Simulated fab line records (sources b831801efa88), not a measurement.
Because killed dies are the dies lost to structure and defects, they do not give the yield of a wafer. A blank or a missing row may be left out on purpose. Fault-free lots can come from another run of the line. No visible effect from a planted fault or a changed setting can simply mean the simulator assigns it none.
fab line records -- flow sky130
[record] lots = 6, wafers = 18, last-day = 50
route steps=708 shown SONOS_TUNNEL@166 SONOS_ONO@168 PAD_OPEN@708
lots with no fault: from the same line, run without faults
start-h: the number of hours between the record's first day and the start of the first shown wafer of the lot -- wait-h: hours elapsed since this lot's preceding step -- " as in the row above -- L1.1+2: one row covering several wafers at once -- - either no value or no given start -- * or withheld: withheld -- < > ~ a bound
route shown NAME@n: NAME is a module with steps in the file, n the number in the route of the first one -- usual: mean/standard deviation of fault-free wafers -- same: alike in all rows -- chamber/n: place in a boat -- sites: the reading at each site -- _std_site: the values' standard deviation -- _edge_site: the outer-site mean with the inner-site mean subtracted -- radius-mm: for every site, how far away it sits from the centre of the wafer -- mask NAME#n: copy n -- behind: tool/chamber where the wafer was last shaped -- hold: reason for holding the lot/hours on hold/outcome of the hold -- device: which transistor (n, p or np) failed to switch -- end of line: tests run on the same wafers once the route is complete -- for a step that has no rows: nothing shown but its recipe -- killed: not the wafer's yield, but the dies lost to structure and defects at the first sort -- map: per-die view of a wafer (x killed, . not killed, _ where there is no die)
set.NAME: setting as actually run; set.NAME@STEP: the setting as run at that earlier step -- model.NAME: the simulator's own value behind a step, which no gauge read
lots seen at some steps along the route; tables by step, rows by wafer
services: the hour from which a tool's chamber was out of use, counted from the record's first day as start-h (under 0 if before that day), plus the number of hours and why
[[steps]]
[step SKY_SONOS_TUNNEL_TW_MEAS_12]
[usual] SONOS_TUNNEL_TW = 197.3/0.96
lot.wafer,tool,chamber,start-h,wait-h,SONOS_TUNNEL_TW
L156.1,film-metro-01,-,256.18,0.0,196.9
L156.4,film-metro-01,-,256.18,0.0,197.6
L156.6,film-metro-01,-,256.18,0.0,197.2
L157.2,film-metro-04,-,264.79,0.0,197.8
L157.5,film-metro-04,-,264.79,0.0,198.1
L157.6,film-metro-04,-,264.79,0.0,197.2
L165.4,film-metro-02,-,323.32,0.0,197.3
L165.5,film-metro-02,-,323.32,0.0,198.0
L165.6,film-metro-02,-,323.32,0.0,198.2
L166.3,film-metro-02,-,332.60,0.0,198.9
L166.4,film-metro-02,-,332.60,0.0,197.9
L166.6,film-metro-02,-,332.60,0.0,198.7
L172.1,film-metro-01,-,378.17,0.0,197.4
L172.4,film-metro-01,-,378.17,0.0,196.7
L172.6,film-metro-01,-,378.17,0.0,197.5
L178.1,film-metro-02,-,428.18,0.0,198.6
L178.3,film-metro-02,-,428.18,0.0,198.3
L178.6,film-metro-02,-,428.18,0.0,197.5
[step SKY_SONOS_TUNNEL_CLEAN_13]
[recipe] chemistry = dHF, time-s = 20, dilution = 100:1, dry = ipa-marangoni
[step SKY_SONOS_ONO_OXIDATION_00]
[recipe] temp-c = 800, ambient = O2, idle-temp-c = 700, ramp-up-c-per-min = 10, ramp-down-c-per-min = 3, stabilise-s = 600, purge-s = 300, target-thk-a = 26, ox-time-s = 1249
[step SKY_SONOS_ONO_THK_MEAS_01]
[recipe] reads = SiO2_of_SONOS_ONO_OXIDATION_00
[usual] SONOS_ONO_OXIDATION_THK = 2.60/0.047
lot.wafer,tool,chamber,start-h,wait-h,SONOS_ONO_OXIDATION_THK[nm]
L156.1,film-metro-01,-,262.70,0.0,2.58
L156.4,film-metro-01,-,262.70,0.0,2.65
L156.6,film-metro-01,-,262.70,0.0,2.61
L157.2,film-metro-04,-,271.95,0.0,2.63
L157.5,film-metro-04,-,271.95,0.0,2.64
L157.6,film-metro-04,-,271.95,0.0,2.66
L165.4,film-metro-03,-,325.63,0.0,2.67
L165.5,film-metro-03,-,325.63,0.0,2.63
L165.6,film-metro-03,-,325.63,0.0,2.55
L166.3,film-metro-01,-,335.46,0.0,2.56
L166.4,film-metro-01,-,335.46,0.0,2.63
L166.6,film-metro-01,-,335.46,0.0,2.65
L172.1,film-metro-01,-,380.83,0.0,2.59
L172.4,film-metro-01,-,380.83,0.0,2.56
L172.6,film-metro-01,-,380.83,0.0,2.65
L178.1,film-metro-04,-,436.43,0.0,2.53
L178.3,film-metro-04,-,436.43,0.0,2.54
L178.6,film-metro-04,-,436.43,0.0,2.61
[step SKY_SONOS_ONO_CVD_02]
[recipe] material = Si3N4, precursor = DCS/NH3, target-thk-nm = 10.5, temp-c = 770, time-s = 180, pressure-mtorr = 250
[step SKY_SONOS_ONO_THK_MEAS_03]
[recipe] reads = Si3N4_of_SONOS_ONO_CVD_02
[usual] SONOS_ONO_CVD_02_THK = 10.45/0.13
lot.wafer,tool,chamber,start-h,wait-h,SONOS_ONO_CVD_02_THK[nm]
L156.1,film-metro-03,-,264.25,0.0,10.49
L156.4,film-metro-03,-,264.25,0.0,10.55
L156.6,film-metro-03,-,264.25,0.0,10.64
L157.2,film-metro-03,-,273.06,0.0,10.52
L157.5,film-metro-03,-,273.06,0.0,10.35
L157.6,film-metro-03,-,273.06,0.0,10.36
L165.4,film-metro-04,-,327.27,0.0,10.48
L165.5,film-metro-04,-,327.27,0.0,10.52
L165.6,film-metro-04,-,327.27,0.0,10.49
L166.3,film-metro-03,-,353.76,0.0,10.56
L166.4,film-metro-03,-,353.76,0.0,10.68
L166.6,film-metro-03,-,353.76,0.0,10.53
L172.1,film-metro-03,-,382.43,0.0,10.50
L172.4,film-metro-03,-,382.43,0.0,10.52
L172.6,film-metro-03,-,382.43,0.0,10.50
L178.1,film-metro-04,-,437.54,0.0,10.42
L178.3,film-metro-04,-,437.54,0.0,10.39
L178.6,film-metro-04,-,437.54,0.0,10.26
[step SKY_SONOS_ONO_CVD_04]
[recipe] material = SiO2, precursor = SiH4/N2O, target-thk-nm = 5.7199, temp-c = 900, pressure-mtorr = 400
[step SKY_SONOS_ONO_THK_MEAS_05]
[recipe] reads = SiO2_of_SONOS_ONO_CVD_04
[usual] SONOS_ONO_CVD_04_THK = 5.73/0.11
lot.wafer,tool,chamber,start-h,wait-h,SONOS_ONO_CVD_04_THK[nm]
L156.1,film-metro-03,-,265.56,0.0,5.87
L156.4,film-metro-03,-,265.56,0.0,5.75
L156.6,film-metro-03,-,265.56,0.0,5.80
L157.2,film-metro-04,-,274.37,0.0,5.79
L157.5,film-metro-04,-,274.37,0.0,5.87
L157.6,film-metro-04,-,274.37,0.0,5.82
L165.4,film-metro-01,-,328.58,0.0,5.52
L165.5,film-metro-01,-,328.58,0.0,5.56
L165.6,film-metro-01,-,328.58,0.0,5.47
L166.3,film-metro-04,-,355.10,0.1,5.72
L166.4,film-metro-04,-,355.10,0.1,5.71
L166.6,film-metro-04,-,355.10,0.1,5.76
L172.1,film-metro-01,-,383.74,0.0,5.80
L172.4,film-metro-01,-,383.74,0.0,5.79
L172.6,film-metro-01,-,383.74,0.0,5.87
L178.1,film-metro-01,-,438.85,0.0,5.54
L178.3,film-metro-01,-,438.85,0.0,5.52
L178.6,film-metro-01,-,438.85,0.0,5.55
[step SKY_SONOS_ONO_DEHYDRATE_06]
[recipe] temp-c = 200, time-s = 60
[step SKY_SONOS_ONO_HMDS_07]
[recipe] prime-time-s = 60, prime-temp-c = 120
[step SKY_SONOS_ONO_COAT_08]
[recipe] resist = NOVOLAK, spin-rpm = 3000, resist-thk-nm = 1140
[step SKY_SONOS_ONO_SOFTBAKE_09]
[recipe] temp-c = 90, time-s = 60, resist = NOVOLAK
[step SKY_SONOS_ONO_EXPOSE_10]
[recipe] mask-id = ONOM, target-cd-nm = 410, na = 0.6, source-shape = conventional, sigma-outer = 0.6, dose-mj = 150
[same] na = 0.6
lot.wafer,tool,chamber,start-h,wait-h,mask,model.SONOS_ONO.overlay-x-nm
L156.1+4+6,iline-stepper-02,0,277.51,-,ONOM#0,0.8488
L157.2+5+6,iline-stepper-01,0,285.78,-,ONOM#0,0.5685
L165.4+5+6,iline-stepper-01,0,341.45,-,ONOM#0,46.89
L166.3+4+6,iline-stepper-01,0,368.30,-,ONOM#0,45.31
L172.1+4+6,iline-stepper-02,0,397.03,-,ONOM#0,0.9773
L178.1+3+6,iline-stepper-02,0,454.15,-,ONOM#0,-0.3933
[step SKY_SONOS_ONO_PEB_11]
[recipe] temp-c = withheld, time-s = *, resist = NOVOLAK
[step SKY_SONOS_ONO_DEVELOP_12]
[recipe] develop-time-s = 60, dev-temp-c = 23
[step SKY_SONOS_ONO_CD_MEAS_13]
[recipe] target-cd-nm = 410
[usual] cd-nm = 409.7/2.2
lot.wafer,tool,chamber,start-h,wait-h,cd-nm
L156.1,cd-sem-02,-,288.51,0.1,408.7
L156.4,cd-sem-02,-,288.51,0.1,408.6
L156.6,cd-sem-02,-,288.51,0.1,408.3
L157.2,cd-sem-01,-,297.73,0.1,411.2
L157.5,cd-sem-01,-,297.73,0.1,411.2
L157.6,cd-sem-01,-,297.73,0.1,410.8
L165.4,cd-sem-01,-,354.02,0.1,410.5
L165.5,cd-sem-01,-,354.02,0.1,408.6
L165.6,cd-sem-01,-,354.02,0.1,410.6
L166.3,cd-sem-01,-,382.50,0.1,409.3
L166.4,cd-sem-01,-,382.50,0.1,405.7
L166.6,cd-sem-01,-,382.50,0.1,408.0
L172.1,cd-sem-01,-,411.31,0.1,407.2
L172.4,cd-sem-01,-,411.31,0.1,410.0
L172.6,cd-sem-01,-,411.31,0.1,407.3
L178.1,cd-sem-01,-,468.26,0.1,409.8
L178.3,cd-sem-01,-,468.26,0.1,409.0
L178.6,cd-sem-01,-,468.26,0.1,410.0
[step SKY_SONOS_ONO_OVL_MEAS_14]
[usual] SONOS_ONO_OVL = 0.6/1.6
lot.wafer,tool,chamber,start-h,wait-h,SONOS_ONO_OVL[nm]
L156.1,overlay-01,-,288.63,0.1,0.6
L156.4,overlay-01,-,288.63,0.1,1.2
L156.6,overlay-01,-,288.63,0.1,0.9
L157.2,overlay-02,-,297.83,0.1,1.8
L157.5,overlay-02,-,297.83,0.1,0.6
L157.6,overlay-02,-,297.83,0.1,2.3
L165.4,overlay-02,-,354.10,0.1,46.8
L165.5,overlay-02,-,354.10,0.1,47.3
L165.6,overlay-02,-,354.10,0.1,47.2
L166.3,overlay-01,-,382.60,0.1,43.5
L166.4,overlay-01,-,382.60,0.1,44.1
L166.6,overlay-01,-,382.60,0.1,44.6
L172.1,overlay-01,-,411.43,0.1,0.2
L172.4,overlay-01,-,411.43,0.1,0.4
L172.6,overlay-01,-,411.43,0.1,-0.5
L178.1,overlay-01,-,468.38,0.1,-1.0
L178.3,overlay-01,-,468.38,0.1,-1.0
L178.6,overlay-01,-,468.38,0.1,-0.8
[step SKY_SONOS_ONO_ETCH_15]
[recipe] target-depth-nm = 19.52, chemistry = CHF3/O2, source-w = 600, bias-w = 200, pressure-mtorr = 40, chf3-flow-sccm = 50, O2_flow_sccm = 5, time-s = 7.8
[usual] chf3-flow-sccm = 49.98/0.16, drypump-motor-current-A = 5.8/0.41, oes-product-au = 1.001/0.0078, throttle-valve-pct = 8.825/0.0094
lot.wafer,tool,chamber,start-h,wait-h,chf3-flow-sccm,drypump-motor-current-A,oes-product-au,rf-hours-counter-h,throttle-valve-pct
L156.1,rie-diel-01,3,288.67,0.0,50.22,5.5,1.001,82,8.831
L156.4,rie-diel-01,0,288.67,0.0,49.93,5.5,1.010,-,8.839
L156.6,rie-diel-01,3,288.67,0.0,50.16,5.5,0.995,-,8.829
L157.2,rie-diel-04,2,297.86,0.0,50.25,5.5,1.006,3,8.831
L157.5,rie-diel-04,1,297.86,0.0,50.42,5.5,1.018,-,8.828
L157.6,rie-diel-04,0,297.86,0.0,50.08,6.0,1.001,-,8.814
L165.4,rie-diel-02,0,354.13,0.0,50.13,5.2,1.010,-,8.821
L165.5,rie-diel-02,3,354.13,0.0,50.13,5.9,1.009,-,8.813
L165.6,rie-diel-02,0,354.13,0.0,49.82,5.2,1.008,-,8.812
L166.3,rie-diel-01,1,382.62,0.0,50.04,5.5,0.991,3,8.810
L166.4,rie-diel-01,3,382.62,0.0,49.92,5.5,0.996,84,8.831
L166.6,rie-diel-01,2,382.62,0.0,49.83,6.8,0.999,-,8.842
L172.1,rie-diel-02,3,411.47,0.0,50.35,6.0,0.996,56,8.808
L172.4,rie-diel-02,2,411.47,0.0,49.80,6.2,1.005,105,8.812
L172.6,rie-diel-02,3,411.47,0.0,49.93,6.0,1.004,-,8.815
L178.1,rie-diel-01,2,468.42,0.0,49.98,6.7,1.010,3,8.822
L178.3,rie-diel-01,3,468.42,0.0,50.12,5.6,1.008,86,8.829
L178.6,rie-diel-01,2,468.42,0.0,50.19,6.7,1.006,-,8.831
[step SKY_PAD_OPEN_PROBE_99]
[usual] killed_at_M0_to_M3 = 44/7.3, killed_at_M4_up = 3.0/1.9, killed-at-contacts = 24/5, killed-at-front-end = 16/4.5, killed-at-other = 0.3/0.46, killed-dies = 87/10, killed-open = 47/8.3, killed-short = 39/6.4
[same] gross-dies = 492, killed-at-back-side = 0
lot.wafer,tool,chamber,start-h,wait-h,killed_at_M0_to_M3,killed_at_M4_up,killed-at-contacts,killed-at-front-end,killed-at-other,killed-dies,killed-open,killed-short
L156.1,prober-02,-,1082.79,0.1,41,3,26,22,1,93,55,38
L156.4,prober-02,-,1082.94,0.2,32,3,30,23,0,88,51,37
L156.6,prober-02,-,1083.04,0.2,41,4,21,12,0,78,43,35
L165.4,prober-01,-,1127.25,0.2,54,5,22,29,0,110,58,52
L165.5,prober-01,-,1127.30,0.2,45,3,34,16,0,98,52,46
L165.6,prober-01,-,1127.35,0.2,50,1,23,21,0,95,63,32
L166.3,prober-02,-,1151.94,0.2,46,3,21,20,1,91,44,47
L166.4,prober-02,-,1151.99,0.2,41,3,25,16,0,85,51,34
L166.6,prober-02,-,1152.09,0.2,51,1,21,17,0,90,47,43
L172.1,prober-02,-,1173.00,0.1,51,6,15,8,0,80,38,42
L172.4,prober-02,-,1173.15,0.2,43,2,21,20,0,86,42,44
L172.6,prober-02,-,1173.25,0.2,42,3,18,19,1,83,42,41
L178.1,prober-02,-,1197.68,0.1,49,4,18,14,0,85,36,49
L178.3,prober-02,-,1197.78,0.2,49,4,34,18,0,105,60,45
L178.6,prober-02,-,1197.93,0.2,40,1,28,19,0,88,49,39
// killed by level:class
L156.1 LI_CONTACT:geometric-particle:open=9 CONTACT:geometric-particle:open=9 VIA2:geometric-particle:open=8 POLY_GATE:geometric-particle:open=6 VIA3:geometric-particle:open=6 VIA1:geometric-particle:open=6 FIELD_ISO:geometric-particle:open=5 CONTACT:geometric-particle:short=5
L156.4 LI_CONTACT:geometric-particle:open=11 CONTACT:geometric-particle:open=9 VIA3:geometric-particle:open=8 POLY_GATE:geometric-particle:short=7 VIA1:geometric-particle:open=5 CONTACT:geometric-particle:short=5 POLY_GATE:geometric-particle:open=4 METAL1:geometric-particle:short=4
L156.6 VIA1:geometric-particle:open=10 LI_CONTACT:geometric-particle:open=7 CONTACT:geometric-particle:open=7 VIA3:geometric-particle:open=6 VIA3:geometric-particle:short=5 METAL1:geometric-particle:short=4 METAL2:geometric-particle:short=4 VIA2:geometric-particle:open=4
L165.4 VIA1:geometric-particle:open=11 FIELD_ISO:geometric-particle:open=9 METAL3:geometric-particle:short=9 LI_CONTACT:geometric-particle:open=8 POLY_GATE:geometric-particle:short=7 CONTACT:geometric-particle:open=7 METAL1:geometric-particle:short=6 VIA2:geometric-particle:open=6
L165.5 CONTACT:geometric-particle:open=14 VIA1:geometric-particle:open=10 LI_CONTACT:geometric-particle:open=7 CONTACT:geometric-particle:short=7 VIA1:geometric-particle:short=7 VIA2:geometric-particle:open=6 FIELD_ISO:geometric-particle:short=5 FIELD_ISO:geometric-particle:open=4
L165.6 VIA1:geometric-particle:open=11 CONTACT:geometric-particle:open=10 VIA2:geometric-particle:open=9 FIELD_ISO:geometric-particle:open=8 VIA3:geometric-particle:open=8 FIELD_ISO:geometric-particle:short=5 LI_CONTACT:geometric-particle:open=5 METAL3:geometric-particle:short=5
L166.3 VIA1:geometric-particle:open=11 FIELD_ISO:geometric-particle:short=7 LI_CONTACT:geometric-particle:open=7 METAL1:geometric-particle:short=7 VIA1:geometric-particle:short=7 CONTACT:geometric-particle:open=5 FIELD_ISO:geometric-particle:open=4 METAL2:geometric-particle:short=4
L166.4 CONTACT:geometric-particle:open=10 VIA1:geometric-particle:open=9 LI_CONTACT:geometric-particle:open=8 VIA1:geometric-particle:short=6 VIA3:geometric-particle:open=6 FIELD_ISO:geometric-particle:open=4 POLY_GATE:geometric-particle:short=4 POLY_GATE:geometric-particle:open=4
L166.6 VIA1:geometric-particle:open=10 VIA3:geometric-particle:open=7 CONTACT:geometric-particle:open=7 VIA2:geometric-particle:open=7 VIA2:geometric-particle:short=7 LOCAL_INTERCONNECT:geometric-particle:short=6 METAL1:geometric-particle:short=6 FIELD_ISO:geometric-particle:open=5
L172.1 VIA2:geometric-particle:open=9 METAL1:geometric-particle:short=9 VIA1:geometric-particle:open=8 METAL2:geometric-particle:short=8 CONTACT:geometric-particle:open=6 VIA3:geometric-particle:open=6 VIA1:geometric-particle:short=6 METAL4:geometric-particle:short=5
L172.4 CONTACT:geometric-particle:open=10 VIA1:geometric-particle:open=10 METAL2:geometric-particle:short=9 FIELD_ISO:geometric-particle:short=7 VIA1:geometric-particle:short=6 VIA2:geometric-particle:open=6 CONTACT:geometric-particle:short=5 FIELD_ISO:geometric-particle:open=4
L172.6 VIA1:geometric-particle:open=12 METAL1:geometric-particle:short=9 CONTACT:geometric-particle:open=9 FIELD_ISO:geometric-particle:open=6 POLY_GATE:geometric-particle:short=5 VIA1:geometric-particle:short=4 METAL2:geometric-particle:short=4 VIA3:geometric-particle:open=4
L178.1 METAL1:geometric-particle:short=10 METAL2:geometric-particle:short=8 VIA1:geometric-particle:open=6 VIA2:geometric-particle:open=6 CONTACT:geometric-particle:open=5 VIA1:geometric-particle:short=5 FIELD_ISO:geometric-particle:open=4 FIELD_ISO:geometric-particle:short=4
L178.3 CONTACT:geometric-particle:open=14 VIA1:geometric-particle:open=12 VIA3:geometric-particle:open=12 LI_CONTACT:geometric-particle:open=6 METAL2:geometric-particle:short=6 FIELD_ISO:geometric-particle:open=5 METAL1:geometric-particle:short=5 LOCAL_INTERCONNECT:geometric-particle:short=5
L178.6 CONTACT:geometric-particle:open=13 LI_CONTACT:geometric-particle:open=7 FIELD_ISO:geometric-particle:open=6 VIA1:geometric-particle:open=6 VIA1:geometric-particle:short=5 METAL1:geometric-particle:short=5 VIA2:geometric-particle:open=5 METAL3:geometric-particle:short=4
[[services]]
tool,chamber,start-h,hours,kind
rie-diel-01,1,278.12,6.6,repair
iline-stepper-01,-,278.30,1.7,pm
rie-diel-01,2,284.68,-,clean
rie-diel-01,2,284.68,26.4,scheduled-down
rie-diel-01,2,284.68,26.4,vent-cycle
rie-diel-04,0,287.67,2.3,repair
rie-diel-04,3,293.39,5.8,repair
iline-stepper-01,-,310.56,16.8,repair
rie-diel-01,-,312.02,2.8,pm
rie-diel-02,2,342.58,30.8,repair
rie-diel-04,0,344.34,7.9,repair
rie-diel-04,3,348.83,8.1,repair
rie-diel-02,1,351.82,3.1,repair
rie-diel-04,1,354.56,3.1,repair
rie-diel-02,3,358.43,6.6,repair
rie-diel-04,1,369.57,13.7,repair
iline-stepper-01,-,381.33,4.4,pm
iline-stepper-02,-,385.78,4.4,pm
rie-diel-01,1,389.16,2.7,repair
rie-diel-04,2,415.31,2.0,repair
rie-diel-02,3,433.31,14.5,repair
rie-diel-04,-,445.88,2.8,pm
iline-stepper-02,-,456.77,1.7,pm
rie-diel-04,1,466.38,22.3,repair
[[key]]
[first-sign] step = SKY_SONOS_ONO_OVL_MEAS_14, reading = SONOS_ONO_OVL, direction = up, sigmas = 29, usual = 0.6, struck = 45.6
effect none on later readings
[model-effect] step = SKY_SONOS_ONO_EXPOSE_10, value = SONOS_ONO.overlay-x-nm, without = 3.424, struck = 46.1
met-at SKY_SONOS_ONO_EXPOSE_10
struck-wafers L165.4,L165.5,L165.6,L166.3,L166.4,L166.6
tester-left-out L165,L166
onset-between 285.78 341.45
[fault] kind = scanner-matching-overlay, tool = iline-stepper-01, chamber = -, onset-h = 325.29, steps = SKY_SONOS_ONO_EXPOSE_10, offset = 42.674
// tester-left-out: of these lots the tester's yield and bins aren't shown, on N5 and GAA mostly nor the transistor test; their killed dies are dies lost to structure and defects alone, not to doping, threshold or leakage, so they don't give the yield
